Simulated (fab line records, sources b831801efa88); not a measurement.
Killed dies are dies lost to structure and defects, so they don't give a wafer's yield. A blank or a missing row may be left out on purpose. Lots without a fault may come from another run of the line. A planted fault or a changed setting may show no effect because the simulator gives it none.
fab line records | flow sky130
record lots=10 wafers=30 last_day=50
route steps=708 shown VIA3@589 METAL4@598 CAP2M@603 PAD_OPEN@708
lots that met no fault: from a run of the same line without faults
start_h: hours from the record's first day to the start of the lot's first wafer shown | wait_h: hours since the lot's step before | " the same as in the row above | L1.1+2: a row that stands for several wafers | - no value, or no start given | * or withheld: withheld | < > ~ a bound
route shown NAME@n: a module of which the file shows steps, and the number in the route of the first | usual: mean/standard deviation of fault-free wafers | same: alike in all rows | chamber/n: place in a boat | sites: the reading at each site | _std_site: their standard deviation | _edge_site: outer sites' mean less inner sites' | radius_mm: how far each site lies from the wafer's centre | mask NAME#n: copy n | behind: the tool/chamber that last shaped the wafer | hold: why the lot was held/for how many hours/how that ended | device: the transistor (n, p or np) that didn't switch | end of line: the same wafers' tests at the end of the route | a step without rows: its recipe alone | killed: dies lost to structure and defects at the first sort, not the wafer's yield | map: a wafer's dies, x killed, . not, _ none there
set.NAME: the setting as run; set.NAME@STEP: as run at that earlier step | model.NAME: the simulator's own value behind a step, which no gauge read
steps of the route over a sample of lots; a table a step, a row a wafer
services: from which hour (start_h, from the record's first day; less than 0 if before it) a tool's chamber was out of use, for how many hours, and why
## steps
# step SKY_VIA3_STRIP_16
# recipe chemistry=O2/N2 power_w=1400 pressure_mtorr=1500 platen_temp_c=withheld o2_flow_sccm=3000 n2_flow_sccm=300 overash_fraction=0.5
# usual drypump_motor_current_A=5.7/0.37 n2_flow_sccm=299.9/0.97 oes_product_au=0.402/0.0043 strip_time_to_endpoint_s=4.130/0.028
# columns lot.wafer tool chamber start_h wait_h drypump_motor_current_A n2_flow_sccm oes_product_au rf_hours_counter_h strip_time_to_endpoint_s
L211.2 plasma_asher-01 1 910.14 0.0 5.8 299.7 0.403 110 4.149
L211.4 " 1 " " 5.8 299.2 0.402 - 4.169
L211.6 " 1 " " 5.8 300.3 0.408 - 4.187
L212.3 plasma_asher-01 1 940.18 0.1 5.8 301.9 0.403 - 4.145
L212.4 " 0 " " 5.5 300.8 0.403 - 4.167
L212.5 " 1 " " 5.8 299.4 0.406 - 4.167
L214.1 plasma_asher-04 1 955.10 0.0 5.2 298.7 0.402 21 4.145
L214.4 " 0 " " 6.3 298.3 0.397 - 4.113
L214.5 " 1 " " 5.3 299.4 0.398 - 4.146
L219.1 plasma_asher-01 0 977.40 0.0 5.5 299.0 0.394 116 4.097
L219.2 " 1 " " 5.8 299.2 0.397 116 4.146
L219.5 " 0 " " 5.4 299.8 0.402 - 4.146
L228.4 plasma_asher-01 0 1051.83 0.0 5.4 298.5 0.406 - 4.126
L228.5 " 1 " " 5.9 300.3 0.403 - 4.147
L228.6 " 0 " " 5.4 298.3 0.405 - 4.143
L231.3 plasma_asher-03 1 1055.84 0.1 5.8 301.3 0.401 - 4.126
L231.4 " 0 " " 5.9 299.1 0.405 - 4.133
L231.6 " 0 " " 5.9 301.6 0.399 - 4.122
L230.1 plasma_asher-04 1 1056.75 0.0 5.3 300.8 0.399 30 4.167
L230.2 " 0 " " 6.3 300.3 0.395 30 4.125
L230.6 " 0 " " 6.3 299.0 0.408 - 4.145
L233.1 plasma_asher-03 0 1067.90 0.0 5.9 299.3 0.402 91 4.141
L233.4 " 0 " " 5.9 299.0 0.399 - 4.134
L233.6 " 0 " " 5.9 300.3 0.402 - 4.125
L232.1 plasma_asher-04 1 1068.19 0.0 5.2 299.7 0.401 32 4.081
L232.2 " 0 " " 6.3 298.3 0.407 32 4.141
L232.3 " 0 " " 6.3 298.5 0.409 - 4.149
L234.2 plasma_asher-03 1 1080.10 0.0 5.8 299.5 0.408 93 4.138
L234.5 " 0 " " 5.8 301.4 0.404 - 4.186
L234.6 " 1 " " 5.8 297.8 0.413 - 4.147
# step SKY_METAL4_SPUTTER_00
# recipe material=Ti target_thk_nm=15 power_w=3000 time_s=10 chamber_pressure_pa=0.4
# usual throttle_valve_pct=29.8/1.3
# columns lot.wafer tool chamber start_h wait_h throttle_valve_pct
L211.2 pvd_sputter-04 - 911.40 0.1 30.5
L211.4 " - " " 28.8
L211.6 " - " " 28.9
L212.3 pvd_sputter-02 - 942.00 0.2 29.6
L212.4 " - " " 29.5
L212.5 " - " " 29.9
L214.1 pvd_sputter-02 - 956.37 0.2 29.7
L214.4 " - " " 29.7
L214.5 " - " " 29.6
L219.1 pvd_sputter-02 - 978.66 0.2 29.5
L219.2 " - " " 29.7
L219.5 " - " " 27.7
L228.4 pvd_sputter-02 - 1053.06 0.1 29.6
L228.5 " - " " 29.3
L228.6 " - " " 27.7
L231.3 pvd_sputter-04 - 1057.06 0.1 30.6
L231.4 " - " " 28.8
L231.6 " - " " 28.8
L230.1 pvd_sputter-02 - 1058.01 0.2 29.5
L230.2 " - " " 29.4
L230.6 " - " " 27.8
L233.1 pvd_sputter-02 - 1069.50 0.1 28.0
L233.4 " - " " 29.7
L233.6 " - " " 29.2
L232.1 pvd_sputter-04 - 1069.54 0.1 29.9
L232.2 " - " " 30.2
L232.3 " - " " 30.7
L234.2 pvd_sputter-02 - 1081.71 0.2 29.8
L234.5 " - " " 29.3
L234.6 " - " " 29.7
# step SKY_CAP2M_CVD_00
# recipe material=SiO2 target_thk_nm=15.5 temp_c=400 time_s=withheld rf_w=450
# usual heater_power_w=683/94
# columns lot.wafer tool chamber start_h wait_h heater_power_w
L211.2 pecvd-01 0 911.55 0.0 602
L211.4 " 2 " " 804
L211.6 " 0 " " 604
L212.3 pecvd-01 2 942.15 0.0 789
L212.4 " 2 " " 813
L212.5 " 1 " " 673
L214.1 pecvd-01 0 956.53 0.0 534
L214.4 " 2 " " 782
L214.5 " 0 " " 546
L219.1 pecvd-03 1 978.81 0.0 613
L219.2 " 0 " " 721
L219.5 " 0 " " 724
L228.4 pecvd-04 0 1053.24 0.0 733
L228.5 " 1 " " 737
L228.6 " 2 " " 589
L231.3 pecvd-04 1 1057.22 0.0 626
L231.4 " 1 " " 629
L231.6 " 2 " " 627
L230.1 pecvd-03 0 1058.17 0.0 693
L230.2 " 1 " " 684
L230.6 " 2 " " 871
L233.1 pecvd-04 2 1069.65 0.0 571
L233.4 " 0 " " 725
L233.6 " 1 " " 751
L232.1 pecvd-03 1 1069.70 0.0 716
L232.2 " 2 " " 853
L232.3 " 0 " " 646
L234.2 pecvd-01 0 1081.86 0.0 567
L234.5 " 1 " " 593
L234.6 " 2 " " 752
# step SKY_CAP2M_METAL_ETCH_13
# recipe target_depth_nm=220 stop_on=SiO2 chemistry=Cl2/BCl3 target=TiN pressure_mtorr=10 icp_w=900 bias_w=48.5 Cl2_flow_sccm=60 bcl3_flow_sccm=30 time_s=62.9
# usual drypump_motor_current_A=5.8/0.43 he_backside_leak_sccm=3.28/0.19 oes_product_au=0.940/0.0071 throttle_valve_pct=21.903/0.01
# columns lot.wafer tool chamber start_h wait_h drypump_motor_current_A he_backside_leak_sccm oes_product_au rf_hours_counter_h throttle_valve_pct
L211.2 rie_metal-01 0 935.27 0.0 5.6 3.10 0.938 13 21.918
L211.4 " 1 " " 5.7 3.09 0.937 - 21.913
L211.6 " 0 " " 5.6 3.17 0.946 - 21.907
L212.3 rie_metal-04 1 966.75 0.0 5.1 3.47 0.946 - 21.916
L212.4 " 0 " " 6.5 3.49 0.938 - 21.900
L212.5 " 0 " " 6.5 3.48 0.937 - 21.908
L214.1 rie_metal-03 1 980.03 0.0 5.6 3.11 0.946 10 21.904
L214.4 " 1 " " 5.6 2.95 0.942 - 21.890
L214.5 " 1 " " 5.7 3.04 0.934 - 21.903
L219.1 rie_metal-04 0 1002.57 0.0 6.5 3.53 0.938 12 21.902
L219.2 " 1 " " 5.1 3.20 0.938 16 21.908
L219.5 " 0 " " 6.5 3.53 0.941 - 21.905
L228.4 rie_metal-04 1 1073.80 0.0 5.1 3.45 0.734 - 22.042
L228.5 " 0 " " 6.4 3.37 0.947 - 21.907
L228.6 " 1 " " 5.1 3.40 0.731 - 22.033
L231.3 rie_metal-03 0 1078.00 0.0 6.0 3.11 0.947 - 21.890
L231.4 " 1 " " 5.6 3.14 0.937 - 21.907
L231.6 " 0 " " 6.0 3.27 0.938 - 21.896
L230.1 rie_metal-04 1 1078.67 0.0 5.1 3.42 0.724 17 22.031
L230.2 " 0 " " 6.5 3.44 0.941 18 21.913
L230.6 " 1 " " 5.1 3.48 0.726 - 22.027
L233.1 rie_metal-03 1 1089.92 0.0 5.6 3.09 0.942 17 21.919
L233.4 " 1 " " 5.6 3.23 0.950 - 21.897
L233.6 " 0 " " 6.0 3.12 0.957 - 21.882
L232.1 rie_metal-01 0 1090.27 0.0 5.6 3.27 0.925 24 21.905
L232.2 " 1 " " 5.7 3.09 0.940 5 21.918
L232.3 " 1 " " 5.7 3.12 0.942 - 21.912
L234.2 rie_metal-01 0 1101.68 0.0 5.6 3.24 0.945 24 21.893
L234.5 " 1 " " 5.7 3.15 0.938 - 21.911
L234.6 " 0 " " 5.6 3.28 0.950 - 21.883
# step SKY_CAP2M_STRIP_14
# recipe chemistry=O2/N2 power_w=1400 pressure_mtorr=1500 platen_temp_c=withheld o2_flow_sccm=3000 n2_flow_sccm=300 overash_fraction=0.5
# usual drypump_motor_current_A=5.5/0.41 n2_flow_sccm=300.0/0.93 oes_product_au=0.710/0.0045 strip_time_to_endpoint_s=12.66/0.038
# columns lot.wafer tool chamber start_h wait_h drypump_motor_current_A n2_flow_sccm oes_product_au rf_hours_counter_h strip_time_to_endpoint_s
L211.2 plasma_asher-04 0 935.35 0.1 6.3 300.3 0.707 19 12.61
L211.4 " 0 " " 6.3 299.0 0.712 - 12.57
L211.6 " 1 " " 5.3 299.7 0.714 - 12.58
L212.3 plasma_asher-04 1 966.83 0.1 5.3 300.7 0.713 - 12.75
L212.4 " 0 " " 6.3 299.6 0.708 - 12.66
L212.5 " 0 " " 6.3 300.7 0.711 - 12.67
L214.1 plasma_asher-02 0 980.11 0.1 5.6 300.0 0.715 54 12.64
L214.4 " 0 " " 5.6 297.7 0.708 - 12.68
L214.5 " 0 " " 5.6 299.7 0.710 - 12.65
L219.1 plasma_asher-02 1 1002.65 0.1 5.1 301.5 0.709 56 12.64
L219.2 " 0 " " 5.6 300.7 0.708 56 12.62
L219.5 " 1 " " 5.1 302.0 0.707 - 12.59
L228.4 plasma_asher-01 1 1073.89 0.1 5.8 299.2 0.714 - 13.28
L228.5 " 1 " " 5.8 299.2 0.710 - 12.61
L228.6 " 0 " " 5.4 301.6 0.709 - 13.27
L231.3 plasma_asher-02 1 1078.09 0.1 5.1 299.8 0.715 - 12.66
L231.4 " 0 " " 5.6 299.2 0.703 - 12.67
L231.6 " 0 " " 5.6 300.0 0.707 - 12.65
L230.1 plasma_asher-02 1 1078.75 0.1 5.1 300.7 0.715 64 13.32
L230.2 " 0 " " 5.6 299.2 0.711 64 12.68
L230.6 " 0 " " 5.6 299.6 0.709 - 13.36
L233.1 plasma_asher-02 0 1090.00 0.1 5.6 299.8 0.708 65 12.64
L233.4 " 1 " " 5.1 300.7 0.715 - 12.67
L233.6 " 1 " " 5.1 300.0 0.705 - 12.69
L232.1 plasma_asher-04 1 1090.35 0.1 5.2 301.3 0.707 34 12.63
L232.2 " 0 " " 6.3 300.1 0.708 34 12.64
L232.3 " 0 " " 6.3 301.0 0.706 - 12.67
L234.2 plasma_asher-01 0 1101.76 0.1 5.4 299.3 0.717 4 12.65
L234.5 " 1 " " 5.8 298.2 0.720 - 12.64
L234.6 " 0 " " 5.4 298.7 0.708 - 12.64
# step SKY_PAD_OPEN_PROBE_99
# usual defect_limited_yield=82.6/1.8 killed_at_M0_to_M3=44/6.5 killed_at_M4_up=3.3/1.9 killed_at_contacts=23/4.7 killed_at_front_end=15/4.5 killed_at_other=0.2/0.52 killed_dies=86/8.9 killed_on_rim=17/3.7 killed_open=47/6.8 killed_short=39/6.1 sort_bin_3_pad_short=0.8/0.44 sort_bin_5_function=10.3/1.4 sort_bin_6_memory=6.3/1.1 sort_n_pass=406/8.9 sort_yield_pct=82.6/1.8
# same gross_dies=492 killed_at_back_side=0 sort_bin_4_leakage[%]=0 sort_bin_8_speed[%]=0
# columns lot.wafer tool chamber start_h wait_h defect_limited_yield[%] killed_at_M0_to_M3 killed_at_M4_up killed_at_contacts killed_at_front_end killed_at_other killed_dies killed_on_rim killed_open killed_short sort_bin_3_pad_short[%] sort_bin_5_function[%] sort_bin_6_memory[%] sort_n_pass sort_yield_pct[%]
L219.1 prober-01 - 1114.56 0.1 83.3 41 5 26 10 0 82 17 55 27 1.0 9.3 6.3 410 83.3
L219.2 prober-01 - 1114.61 0.1 83.3 45 2 23 12 0 82 12 40 42 0.8 10.8 5.1 410 83.3
L219.5 prober-01 - 1114.76 0.2 83.9 44 1 29 5 0 79 13 48 31 0.6 10.4 5.1 413 83.9
L228.4 prober-02 - 1174.82 0.2 0 51 3 21 11 406 492 96 46 40 83.7 9.8 6.5 0 0
L228.5 prober-02 - 1174.87 0.2 82.5 38 2 29 17 0 86 17 44 42 0.6 11.2 5.7 406 82.5
L228.6 prober-02 - 1174.92 0.2 0 51 4 20 25 392 492 96 52 48 81.3 12.0 6.7 0 0
L230.1 prober-01 - 1180.37 0.1 0 44 0 27 21 400 492 96 50 42 82.1 11.6 6.3 0 0
L230.2 prober-01 - 1180.42 0.1 83.5 47 3 20 10 1 81 21 53 28 1.4 10.8 4.3 411 83.5
L230.6 prober-01 - 1180.62 0.2 0 61 5 28 15 383 492 96 70 40 79.1 13.0 7.9 0 0
# killed by level:class
L219.1 CONTACT:geometric_particle:open=11 LI_CONTACT:geometric_particle:open=10 VIA3:geometric_particle:open=9 VIA1:geometric_particle:open=8 METAL2:geometric_particle:short=6 VIA2:geometric_particle:open=5 METAL4:geometric_particle:short=5 POLY_GATE:geometric_particle:open=3
L219.2 METAL2:geometric_particle:short=14 CONTACT:geometric_particle:open=9 VIA1:geometric_particle:open=9 VIA3:geometric_particle:open=5 LOCAL_INTERCONNECT:geometric_particle:short=5 CONTACT:geometric_particle:short=5 VIA2:geometric_particle:open=5 FIELD_ISO:geometric_particle:short=3
L219.5 CONTACT:geometric_particle:open=15 VIA3:geometric_particle:open=11 VIA1:geometric_particle:open=10 METAL1:geometric_particle:short=7 LI_CONTACT:geometric_particle:open=7 METAL2:geometric_particle:short=7 LOCAL_INTERCONNECT:geometric_particle:short=4 VIA1:geometric_particle:short=4
L228.4 CAP2M:area_etch=406 VIA1:geometric_particle:open=14 VIA3:geometric_particle:open=8 METAL2:geometric_particle:short=8 LOCAL_INTERCONNECT:geometric_particle:short=6 CONTACT:geometric_particle:open=6 CONTACT:geometric_particle:short=4 METAL1:geometric_particle:short=4
L228.5 CONTACT:geometric_particle:open=12 VIA1:geometric_particle:open=11 VIA1:geometric_particle:short=7 LI_CONTACT:geometric_particle:open=6 LOCAL_INTERCONNECT:geometric_particle:short=5 FIELD_ISO:geometric_particle:short=4 FIELD_ISO:geometric_particle:open=4 POLY_GATE:geometric_particle:short=4
L228.6 CAP2M:area_etch=392 VIA1:geometric_particle:open=16 FIELD_ISO:geometric_particle:short=8 METAL1:geometric_particle:short=6 LI_CONTACT:geometric_particle:open=6 CONTACT:geometric_particle:short=6 VIA2:geometric_particle:open=6 POLY_GATE:geometric_particle:short=5
L230.1 CAP2M:area_etch=400 VIA1:geometric_particle:open=12 LI_CONTACT:geometric_particle:open=8 FIELD_ISO:geometric_particle:short=7 CONTACT:geometric_particle:open=7 CONTACT:geometric_particle:short=7 VIA2:geometric_particle:open=6 POLY_GATE:geometric_particle:short=5
L230.2 VIA1:geometric_particle:open=15 VIA3:geometric_particle:open=9 CONTACT:geometric_particle:open=7 VIA2:geometric_particle:open=7 FIELD_ISO:geometric_particle:open=5 LI_CONTACT:geometric_particle:open=5 LOCAL_INTERCONNECT:geometric_particle:short=4 METAL2:geometric_particle:short=4
L230.6 CAP2M:area_etch=382 VIA1:geometric_particle:open=19 CONTACT:geometric_particle:open=12 VIA3:geometric_particle:open=10 FIELD_ISO:geometric_particle:open=7 LI_CONTACT:geometric_particle:open=6 VIA2:geometric_particle:open=6 LI_CONTACT:geometric_particle:short=5
## services
# columns tool chamber start_h hours kind
rie_metal-01 1 923.62 8.6 repair
pecvd-03 - 940.70 0.5 repair
plasma_asher-01 - 954.32 1.4 repair
pecvd-04 - 969.40 2.3 repair
pvd_sputter-02 2 984.40 - consumable_replace:kit
pvd_sputter-02 2 984.40 18.0 scheduled_down
pvd_sputter-02 2 984.40 18.0 vent_cycle
rie_metal-04 1 1002.82 45.7 repair
pecvd-04 - 1007.77 0.5 repair
plasma_asher-02 - 1043.21 0.8 repair
rie_metal-04 - 1044.53 14.6 pm
plasma_asher-04 - 1047.59 4.3 pm
rie_metal-01 1 1048.37 3.6 repair
plasma_asher-01 - 1049.84 0.6 repair
rie_metal-03 - 1052.25 0.3 repair
plasma_asher-01 - 1055.25 9.0 pm
plasma_asher-01 0 1055.25 9.0 vent_cycle
plasma_asher-01 1 1055.25 9.0 vent_cycle
plasma_asher-01 0 1064.25 - clean
rie_metal-03 - 1086.03 0.8 repair
pecvd-01 - 1091.57 2.8 pm
pvd_sputter-02 1 1100.34 - consumable_replace:kit
pvd_sputter-02 1 1100.34 18.0 scheduled_down
pvd_sputter-02 1 1100.34 18.0 vent_cycle
## key
first_sign step=SKY_CAP2M_METAL_ETCH_13 reading=oes_product_au direction=down sigmas=30 usual=0.940 struck=0.729
effect step=SKY_CAP2M_METAL_ETCH_13 reading=throttle_valve_pct direction=up sigmas=13 usual=21.903 struck=22.033
effect step=SKY_CAP2M_STRIP_14 reading=strip_time_to_endpoint_s direction=up sigmas=17 usual=* struck=*
effect step=SKY_PAD_OPEN_PROBE_99 reading=killed_at_other direction=up sigmas=99+ usual=0.2 struck=395.2
more_kills_born_at SKY_CAP2M_METAL_ETCH_13@rie_metal-04=1580
met_at SKY_CAP2M_METAL_ETCH_13
struck_lots L228,L230
struck_wafers L228.4,L228.6,L230.1,L230.6
later_rows_left_out L228.4,L228.6,L230.1,L230.6
not_acting_at SKY_VIA3_STRIP_16,SKY_METAL4_SPUTTER_00,SKY_CAP2M_CVD_00
onset_between 1002.57 1073.80
fault kind=process_parameter_drift tool=rie_metal-04 chamber=1 onset_h=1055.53 steps=SKY_CAP2M_METAL_ETCH_13 channel=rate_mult offset=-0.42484 shape=step end_h=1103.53
# later_rows_left_out: the simulator's readings of these wafers behind a module that went badly wrong aren't trusted and aren't shown, but for the sort
